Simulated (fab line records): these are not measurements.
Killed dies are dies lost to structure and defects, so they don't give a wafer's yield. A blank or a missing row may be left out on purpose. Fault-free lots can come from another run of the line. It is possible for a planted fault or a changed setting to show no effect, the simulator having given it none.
Chamber matching    flow sfq-line    4 sister chambers for SFQ_TRILAYER_I3_VIA_BARC_OPEN_VIA_ETCH_121 on rie-diel-04
The step etches BARC in O2, target depth 125 nm, time 41.7 s. 8 wafers are shown with their chamber, then 8 later ones without.

## WAFERS PAIRED WITH THEIR CHAMBERS
wafer   chamber  drypump-motor-current-A (A)  oes-product-au (a.u.)
L085.2  2        5.6                          0.679
L085.3  1        6.0                          0.680
L085.5  3        5.7                          0.688
L085.6  0        6.2                          0.690
L086.1  0        6.2                          0.689
L086.2  3        5.7                          0.681
L086.3  1        6.1                          0.682
L086.4  2        5.6                          0.685

## WAFERS WITH NO CHAMBER GIVEN
wafer   drypump-motor-current-A (A)  oes-product-au (a.u.)
L086.5  6.0                          0.683
L086.6  6.2                          0.678
L087.1  6.2                          0.684
L087.2  5.6                          0.690
L087.3  5.7                          0.685
L087.4  6.0                          0.682
L087.5  5.6                          0.685
L087.6  5.7                          0.681

## WHICH CHAMBER EACH ONE RAN IN
wafer   from the rows above      in truth
L086.5  1                        1
L086.6  can't be placed: 0 or 1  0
L087.1  0                        0
L087.2  can't be placed: 2 or 3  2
L087.3  3                        3
L087.4  1                        1
L087.5  can't be placed: 2 or 3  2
L087.6  can't be placed: 3 or 2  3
4 of 8 placed correctly. Can't be placed from these rows: 4 (the true chamber is among the candidates in 4). 0 placed wrongly.
How it was worked out, from the rows above alone: a wafer's distance from a chamber is the root of the sum, over the readings, of the square of ((its reading less the chamber's mean) divided by the reading's scatter). The wafer belongs to the nearest chamber; if the next one is less than 2 further off, it can't be placed. For every chamber, the mean is computed from those of its wafers that are shown. The scatter: the root of (the sum of the squares of (reading less its chamber's mean) over the shown wafers, divided by (wafers less chambers)).
